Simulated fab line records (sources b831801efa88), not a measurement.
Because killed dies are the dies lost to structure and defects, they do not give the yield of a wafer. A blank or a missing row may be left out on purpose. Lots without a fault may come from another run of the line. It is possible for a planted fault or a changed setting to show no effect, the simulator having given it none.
fab line records ; flow gf180mcu
record lots=12; wafers=36; lastDay=34
route steps=602 shown STI@16 NWELL@49 HV_LDD@204 PSD@256
lots that met no fault: from a run of the same line without faults
startH: start of the lot's first displayed wafer, in hours after the record's first day ; waitH: time in hours since the lot's previous step ; " as in the row above ; L1.1+2: a single row standing in for several wafers ; - no value present, or no start provided ; * or withheld: withheld ; < > ~ a bound
route shown NAME@n: NAME is a module with steps in the file, n the number in the route of the first one ; usual: mean/standard deviation taken from wafers without a fault ; same: alike in all rows ; chamber/n: place in a boat ; sites: the reading at each site ; _std_site: the values' standard deviation ; _edge_site: the outer-site mean with the inner-site mean subtracted ; radiusMm: how far each site lies from the wafer's centre ; mask NAME#n: copy n ; behind: the last tool/chamber to shape the wafer ; hold: cause of the lot's hold/its duration in hours/its outcome ; device: transistor that didn't switch, given as n, p or np ; end of line: the route-end tests of the same wafers ; where a step has no rows: the recipe by itself ; killed: the dies lost at the first sort to structure and to defects; this is not the yield of the wafer ; map: shows each die of a wafer: x if killed, . if not, _ if none is there
set.NAME: the setting that was run; set.NAME@STEP: the one run at that earlier step ; model.NAME: the simulator's own value behind a step, which no gauge read
the route's steps for a sample of lots (tables are steps, rows are wafers)
services: a tool's chamber out of use, with start hour (startH, from the record's first day; less than 0 if before it), hours out, and reason
## steps
# step GF_STI_STRIP_15
# recipe chemistry=O2/N2; powerW=1400; pressureMtorr=1500; platenTempC=250; o2FlowSccm=3000; n2FlowSccm=300; overashFraction=0.5
# usual drypumpMotorCurrentA=5.8/0.4; heaterPowerW=327/34; oesProductAu=0.384/0.0049; platenTempC=249.97/0.17; stripTimeToEndpointS=3.74/0.053
lot.wafer;tool;chamber;startH;waitH;drypumpMotorCurrentA;heaterPowerW;oesProductAu;platenTempC;rfHoursCounterH;stripTimeToEndpointS
L437.1;plasmaAsher-04;0;26.63;0.0;5.6;307;0.388;250.20;34;3.79
L437.3;plasmaAsher-04;1;26.63;0.0;5.7;397;0.390;249.86;-;3.63
L437.6;plasmaAsher-04;1;26.63;0.0;5.7;407;0.380;250.11;-;3.68
L438.4;plasmaAsher-03;0;31.74;0.1;5.9;316;0.390;250.09;-;3.79
L438.5;plasmaAsher-03;0;31.74;0.1;5.9;309;0.389;249.98;-;3.86
L438.6;plasmaAsher-03;1;31.74;0.1;6.6;303;0.387;249.87;-;3.77
L439.1;plasmaAsher-02;0;37.21;0.0;5.2;307;0.387;250.23;40;3.81
L439.3;plasmaAsher-02;1;37.21;0.0;5.7;330;0.388;250.25;-;3.71
L439.4;plasmaAsher-02;0;37.21;0.0;5.2;317;0.373;250.05;-;3.68
L441.1;plasmaAsher-03;0;45.76;0.0;5.9;318;0.385;249.84;25;3.73
L441.2;plasmaAsher-03;1;45.76;0.0;6.6;298;0.383;249.51;25;3.69
L441.4;plasmaAsher-03;0;45.76;0.0;5.9;321;0.381;250.07;-;3.73
L440.1;plasmaAsher-03;1;46.11;0.0;6.5;298;0.383;249.58;25;3.70
L440.5;plasmaAsher-03;1;46.11;0.0;6.6;305;0.385;249.78;-;3.72
L440.6;plasmaAsher-03;0;46.11;0.0;5.9;319;0.388;250.11;-;3.74
L442.2;plasmaAsher-03;1;54.78;0.0;6.6;307;0.384;250.00;26;3.70
L442.4;plasmaAsher-03;0;54.78;0.0;5.9;319;0.384;249.99;-;3.73
L442.5;plasmaAsher-03;1;54.78;0.0;6.6;294;0.389;250.00;-;3.75
L443.1;plasmaAsher-02;1;58.66;0.1;5.7;324;0.393;250.11;42;3.77
L443.4;plasmaAsher-02;1;58.66;0.1;5.8;327;0.376;249.97;-;3.68
L443.5;plasmaAsher-02;0;58.66;0.1;5.2;308;0.370;249.70;-;3.61
L444.1;plasmaAsher-04;1;64.75;0.1;5.7;406;0.388;249.84;37;3.63
L444.2;plasmaAsher-04;0;64.75;0.1;5.7;303;0.382;249.91;37;3.73
L444.3;plasmaAsher-04;0;64.75;0.1;5.7;311;0.384;250.03;-;3.71
L448.3;plasmaAsher-03;0;82.47;0.1;5.9;320;0.394;249.86;-;3.74
L448.4;plasmaAsher-03;1;82.47;0.1;6.6;300;0.387;250.22;-;3.73
L448.6;plasmaAsher-03;0;82.47;0.1;5.9;308;0.387;249.82;-;3.80
L451.1;plasmaAsher-04;1;98.41;0.0;5.7;399;0.382;250.05;41;3.76
L451.3;plasmaAsher-04;0;98.41;0.0;5.6;309;0.387;250.05;-;3.73
L451.6;plasmaAsher-04;1;98.41;0.0;5.7;396;0.380;249.90;-;3.76
L455.1;plasmaAsher-02;1;122.83;0.0;5.7;332;0.384;249.99;49;3.80
L455.2;plasmaAsher-02;0;122.83;0.0;5.3;311;0.376;249.92;49;3.66
L455.6;plasmaAsher-02;0;122.83;0.0;5.2;315;0.381;249.71;-;3.67
L457.2;plasmaAsher-02;0;133.12;0.0;5.2;314;0.376;249.94;50;3.65
L457.5;plasmaAsher-02;0;133.12;0.0;5.2;313;0.383;249.86;-;3.69
L457.6;plasmaAsher-02;1;133.12;0.0;5.8;340;0.383;250.14;-;3.71
# step GF_NWELL_OVL_MEAS_07
# usual NWELL_OVL=-0.6/1.5
lot.wafer;tool;chamber;startH;waitH;NWELL_OVL[nm]
L438.4;overlay-02;-;67.17;-;-0.5
L438.5;overlay-02;-;67.17;-;-1.5
L438.6;overlay-02;-;67.17;-;-0.1
L437.1;overlay-02;-;68.04;-;-0.9
L437.3;overlay-02;-;68.04;-;-1.5
L437.6;overlay-02;-;68.04;-;-2.4
L439.1;overlay-02;-;74.54;-;0.4
L439.3;overlay-02;-;74.54;-;-0.9
L439.4;overlay-02;-;74.54;-;-0.6
L441.1;overlay-02;-;78.74;-;1.1
L441.2;overlay-02;-;78.74;-;-0.6
L441.4;overlay-02;-;78.74;-;1.7
L440.1;overlay-02;-;79.60;-;0.5
L440.5;overlay-02;-;79.60;-;-2.5
L440.6;overlay-02;-;79.60;-;-2.8
L442.2;overlay-02;-;86.59;-;3.0
L442.4;overlay-02;-;86.59;-;1.4
L442.5;overlay-02;-;86.59;-;2.1
L443.1;overlay-01;-;90.19;-;1.3
L443.4;overlay-01;-;90.19;-;1.3
L443.5;overlay-01;-;90.19;-;-1.3
L444.1;overlay-01;-;98.20;-;-2.9
L444.2;overlay-01;-;98.20;-;-2.2
L444.3;overlay-01;-;98.20;-;-0.5
L448.3;overlay-02;-;116.21;-;-0.6
L448.4;overlay-02;-;116.21;-;0.0
L448.6;overlay-02;-;116.21;-;1.7
L451.1;overlay-01;-;136.23;-;-0.7
L451.3;overlay-01;-;136.23;-;2.6
L451.6;overlay-01;-;136.23;-;0.8
L455.1;overlay-02;-;167.64;-;-3.8
L455.2;overlay-02;-;167.64;-;-2.1
L455.6;overlay-02;-;167.64;-;-3.1
L457.2;overlay-01;-;179.19;-;0.3
L457.5;overlay-01;-;179.19;-;-0.3
L457.6;overlay-01;-;179.19;-;-1.1
# step GF_HV_LDD_EXPOSE_28
# recipe maskId=Nplus_HV_AREA; targetCdNm=400; na=0.6; sourceShape=conventional; sigmaOuter=0.6; doseMj=140
# usual exposureDoseMJCm2=140.00/0.12
lot.wafer;tool;chamber;startH;waitH;mask;exposureDoseMJCm2
L438.4;ilineStepper-01;0;254.80;-;Nplus_HV_AREA#0;139.87
L438.5;ilineStepper-01;0;254.80;-;Nplus_HV_AREA#0;139.93
L438.6;ilineStepper-01;0;254.80;-;Nplus_HV_AREA#0;140.06
L437.1;ilineStepper-02;0;257.48;-;Nplus_HV_AREA#0;139.94
L437.3;ilineStepper-02;0;257.48;-;Nplus_HV_AREA#0;140.08
L437.6;ilineStepper-02;0;257.48;-;Nplus_HV_AREA#0;140.01
L439.1;ilineStepper-01;0;264.67;-;Nplus_HV_AREA#0;139.87
L439.3;ilineStepper-01;0;264.67;-;Nplus_HV_AREA#0;139.89
L439.4;ilineStepper-01;0;264.67;-;Nplus_HV_AREA#0;139.86
L440.1;ilineStepper-02;0;271.02;-;Nplus_HV_AREA#0;139.95
L440.5;ilineStepper-02;0;271.02;-;Nplus_HV_AREA#0;139.93
L440.6;ilineStepper-02;0;271.02;-;Nplus_HV_AREA#0;139.98
L441.1;ilineStepper-01;0;271.63;-;Nplus_HV_AREA#0;140.31
L441.2;ilineStepper-01;0;271.63;-;Nplus_HV_AREA#0;140.07
L441.4;ilineStepper-01;0;271.63;-;Nplus_HV_AREA#0;140.05
L442.2;ilineStepper-01;0;281.22;-;Nplus_HV_AREA#0;140.11
L442.4;ilineStepper-01;0;281.22;-;Nplus_HV_AREA#0;139.98
L442.5;ilineStepper-01;0;281.22;-;Nplus_HV_AREA#0;140.13
L443.1;ilineStepper-01;0;287.41;-;Nplus_HV_AREA#0;139.92
L443.4;ilineStepper-01;0;287.41;-;Nplus_HV_AREA#0;140.20
L443.5;ilineStepper-01;0;287.41;-;Nplus_HV_AREA#0;140.04
L444.1;ilineStepper-01;0;296.16;-;Nplus_HV_AREA#0;140.01
L444.2;ilineStepper-01;0;296.16;-;Nplus_HV_AREA#0;139.83
L444.3;ilineStepper-01;0;296.16;-;Nplus_HV_AREA#0;139.91
L448.3;ilineStepper-02;0;325.84;-;Nplus_HV_AREA#0;152.46
L448.4;ilineStepper-02;0;325.84;-;Nplus_HV_AREA#0;152.31
L448.6;ilineStepper-02;0;325.84;-;Nplus_HV_AREA#0;152.24
L451.1;ilineStepper-02;0;353.47;-;Nplus_HV_AREA#0;152.60
L451.3;ilineStepper-02;0;353.47;-;Nplus_HV_AREA#0;152.35
L451.6;ilineStepper-02;0;353.47;-;Nplus_HV_AREA#0;152.42
L455.1;ilineStepper-01;0;402.16;-;Nplus_HV_AREA#0;140.00
L455.2;ilineStepper-01;0;402.16;-;Nplus_HV_AREA#0;139.89
L455.6;ilineStepper-01;0;402.16;-;Nplus_HV_AREA#0;139.98
L457.2;ilineStepper-01;0;421.98;-;Nplus_HV_AREA#0;140.09
L457.5;ilineStepper-01;0;421.98;-;Nplus_HV_AREA#0;140.02
L457.6;ilineStepper-01;0;421.98;-;Nplus_HV_AREA#0;139.94
# step GF_HV_LDD_CD_MEAS_31
# recipe targetCdNm=400
# usual cdNm=399.8/2.1
lot.wafer;tool;chamber;startH;waitH;cdNm
L438.4;cdSem-01;-;264.20;0.1;400.4
L438.5;cdSem-01;-;264.20;0.1;399.2
L438.6;cdSem-01;-;264.20;0.1;401.3
L437.1;cdSem-01;-;266.81;0.1;402.1
L437.3;cdSem-01;-;266.81;0.1;402.9
L437.6;cdSem-01;-;266.81;0.1;402.3
L439.1;cdSem-02;-;273.36;0.1;397.9
L439.3;cdSem-02;-;273.36;0.1;398.8
L439.4;cdSem-02;-;273.36;0.1;398.2
L440.1;cdSem-01;-;280.56;0.1;401.0
L440.5;cdSem-01;-;280.56;0.1;400.1
L440.6;cdSem-01;-;280.56;0.1;403.4
L441.1;cdSem-01;-;280.99;0.1;398.9
L441.2;cdSem-01;-;280.99;0.1;396.9
L441.4;cdSem-01;-;280.99;0.1;398.7
L442.2;cdSem-01;-;291.02;0.1;395.2
L442.4;cdSem-01;-;291.02;0.1;397.8
L442.5;cdSem-01;-;291.02;0.1;399.3
L443.1;cdSem-01;-;296.46;0.1;402.3
L443.4;cdSem-01;-;296.46;0.1;400.9
L443.5;cdSem-01;-;296.46;0.1;399.8
L444.1;cdSem-01;-;306.61;0.1;395.3
L444.2;cdSem-01;-;306.61;0.1;395.7
L444.3;cdSem-01;-;306.61;0.1;397.3
L448.3;cdSem-01;-;335.94;0.1;424.6
L448.4;cdSem-01;-;335.94;0.1;423.5
L448.6;cdSem-01;-;335.94;0.1;424.8
L451.1;cdSem-01;-;363.66;0.1;423.8
L451.3;cdSem-01;-;363.66;0.1;423.4
L451.6;cdSem-01;-;363.66;0.1;424.9
L455.1;cdSem-02;-;413.69;0.1;401.0
L455.2;cdSem-02;-;413.69;0.1;398.6
L455.6;cdSem-02;-;413.69;0.1;397.8
L457.2;cdSem-01;-;432.67;0.1;399.3
L457.5;cdSem-01;-;432.67;0.1;399.3
L457.6;cdSem-01;-;432.67;0.1;402.4
# step GF_PSD_OVL_MEAS_08
# usual PSD_OVL=-1.1/1.4
lot.wafer;tool;chamber;startH;waitH;PSD_OVL[nm]
L438.4;overlay-01;-;327.72;0.1;0.6
L438.5;overlay-01;-;327.72;0.1;0.5
L438.6;overlay-01;-;327.72;0.1;0.9
L437.1;overlay-01;-;331.65;0.1;-1.4
L437.3;overlay-01;-;331.65;0.1;-2.6
L437.6;overlay-01;-;331.65;0.1;0.2
L439.1;overlay-01;-;338.23;0.1;-1.6
L439.3;overlay-01;-;338.23;0.1;-0.7
L439.4;overlay-01;-;338.23;0.1;0.2
L440.1;overlay-01;-;346.63;0.1;-1.7
L440.5;overlay-01;-;346.63;0.1;-2.4
L440.6;overlay-01;-;346.63;0.1;-2.9
L441.1;overlay-02;-;347.55;0.1;-2.4
L441.2;overlay-02;-;347.55;0.1;-1.2
L441.4;overlay-02;-;347.55;0.1;-1.1
L442.2;overlay-01;-;358.61;0.1;-3.4
L442.4;overlay-01;-;358.61;0.1;-1.1
L442.5;overlay-01;-;358.61;0.1;-3.1
L443.1;overlay-01;-;364.08;0.1;1.1
L443.4;overlay-01;-;364.08;0.1;0.2
L443.5;overlay-01;-;364.08;0.1;-1.3
L444.1;overlay-02;-;374.48;0.1;0.5
L444.2;overlay-02;-;374.48;0.1;0.1
L444.3;overlay-02;-;374.48;0.1;0.7
L448.3;overlay-02;-;406.17;0.1;-2.0
L448.4;overlay-02;-;406.17;0.1;-2.0
L448.6;overlay-02;-;406.17;0.1;-1.5
L451.1;overlay-02;-;437.35;0.1;-3.4
L451.3;overlay-02;-;437.35;0.1;-1.3
L451.6;overlay-02;-;437.35;0.1;-2.7
L455.1;overlay-01;-;489.57;0.1;0.7
L455.2;overlay-01;-;489.57;0.1;-0.1
L455.6;overlay-01;-;489.57;0.1;-0.5
L457.2;overlay-01;-;509.45;0.1;-1.8
L457.5;overlay-01;-;509.45;0.1;-1.4
L457.6;overlay-01;-;509.45;0.1;-2.1
## services
tool;chamber;startH;hours;kind
ilineStepper-01;-;43.04;8.9;pm
ilineStepper-02;0;47.97;-;calibration
ilineStepper-01;-;51.93;1.7;pm
ilineStepper-02;-;62.23;1.7;pm
plasmaAsher-02;-;103.24;0.4;repair
plasmaAsher-04;-;108.75;9.0;pm
plasmaAsher-02;-;109.04;2.8;pm
ilineStepper-01;-;145.54;4.4;pm
ilineStepper-01;-;158.30;14.0;repair
plasmaAsher-04;-;162.30;2.8;pm
plasmaAsher-03;-;196.21;4.2;repair
plasmaAsher-03;-;210.44;14.3;repair
ilineStepper-01;0;221.67;-;calibration
plasmaAsher-04;-;234.54;15.6;pm
ilineStepper-02;-;244.56;4.3;pm
ilineStepper-01;-;264.96;1.7;pm
ilineStepper-02;0;270.64;-;calibration
plasmaAsher-03;-;314.91;15.1;repair
plasmaAsher-02;-;317.50;3.6;repair
plasmaAsher-02;-;341.95;3.1;repair
plasmaAsher-03;-;351.66;5.4;repair
plasmaAsher-04;-;352.56;0.4;repair
ilineStepper-02;-;373.07;4.7;repair
ilineStepper-02;-;417.44;2.1;pm
## key
firstSign step=GF_HV_LDD_EXPOSE_28; reading=exposureDoseMJCm2; direction=up; sigmas=99+; usual=140.00; struck=152.40
effect step=GF_HV_LDD_CD_MEAS_31; reading=cdNm; direction=up; sigmas=12; usual=399.8; struck=424.2
metAt GF_HV_LDD_EXPOSE_28
struckLots L448,L451
testerLeftOut L448,L451
notActingAt GF_STI_STRIP_15,GF_NWELL_OVL_MEAS_07,GF_PSD_OVL_MEAS_08
onsetBetween 271.02 325.84
fault kind=processParameterDrift; tool=ilineStepper-02; chamber=-; onsetH=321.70; steps=GF_HV_LDD_EXPOSE_28; channel=doseMj; offset=12.33; shape=step; actsIn=theseRecipesOnly; stated=140
# testerLeftOut: of these lots the tester's yield and bins aren't shown, on N5 and GAA mostly nor the transistor test; their killed dies are dies lost to structure and defects alone, not to doping, threshold or leakage, so they don't give the yield
